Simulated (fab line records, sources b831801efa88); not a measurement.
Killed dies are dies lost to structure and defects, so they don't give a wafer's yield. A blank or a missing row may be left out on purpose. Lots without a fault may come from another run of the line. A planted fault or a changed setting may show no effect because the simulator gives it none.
Which tool did it? | flow sky130 | 7 lots, 21 wafers sampled, at 2 steps of a route of 708

WHAT THE GAUGES READ, wafer by wafer
SKY_PWDE_OVL_MEAS_07.
lot  | measured    | on         | PWDE_OVL (nm)
L543 | day 5 05:53 | overlay-01 | 0.5 2.1 0.6
L545 | day 5 12:58 | overlay-02 | 2.1 0.7 0.2
L549 | day 6 00:44 | overlay-02 | 1.6 2.5 1.7
L552 | day 6 14:29 | overlay-01 | 0.5 0.1 0.5
L553 | day 6 20:59 | overlay-02 | -1.0 -1.9 -0.8
L560 | day 8 19:20 | overlay-01 | 0.3 -1.0 -2.1
L562 | day 9 06:26 | overlay-01 | 2.7 2.7 5.7

WHICH TOOL RAN EACH LOT (tool, then ch and the chambers of the sampled wafers, then the start)
lot  | SKY_FIELD_ISO_ETCH_14
L543 | rie_diel-01 ch 1,3, day 2 22:59
L545 | rie_diel-02 ch 0,1,2, day 3 08:35
L549 | rie_diel-01 ch 0,1,3, day 4 06:24
L552 | rie_diel-03 ch 1,2,3, day 4 19:38
L553 | rie_diel-03 ch 2,3, day 5 00:54
L560 | rie_diel-01 ch 2,3, day 6 14:02
L562 | rie_diel-01 ch 0,2,3, day 7 00:36
- SKY_FIELD_ISO_ETCH_14: etches BARC in N2/H2, stops on SiO2, time 45.9 s, target depth 60 nm.

THE ANSWER, worked out from the rows above alone
Rule: what is usual is taken from the lots themselves. Put in order of their means at a reading, lots are off if they are a third of the lots or fewer, leave a main group of 4 or more, and stand apart from it by a gap of 3 or more times the standard deviation of the main group's means; of several such gaps the widest counts. A main group whose means are all the same, to the digits that the tables above print for the reading, isn't used. A lot without any number at a reading at which 4 lots or more have one is off too. The other lots that the step has rows for count as sound.
No lot is off at any reading shown: from this, nothing can be told.

WHAT THE SIMULATOR HAD PUT IN
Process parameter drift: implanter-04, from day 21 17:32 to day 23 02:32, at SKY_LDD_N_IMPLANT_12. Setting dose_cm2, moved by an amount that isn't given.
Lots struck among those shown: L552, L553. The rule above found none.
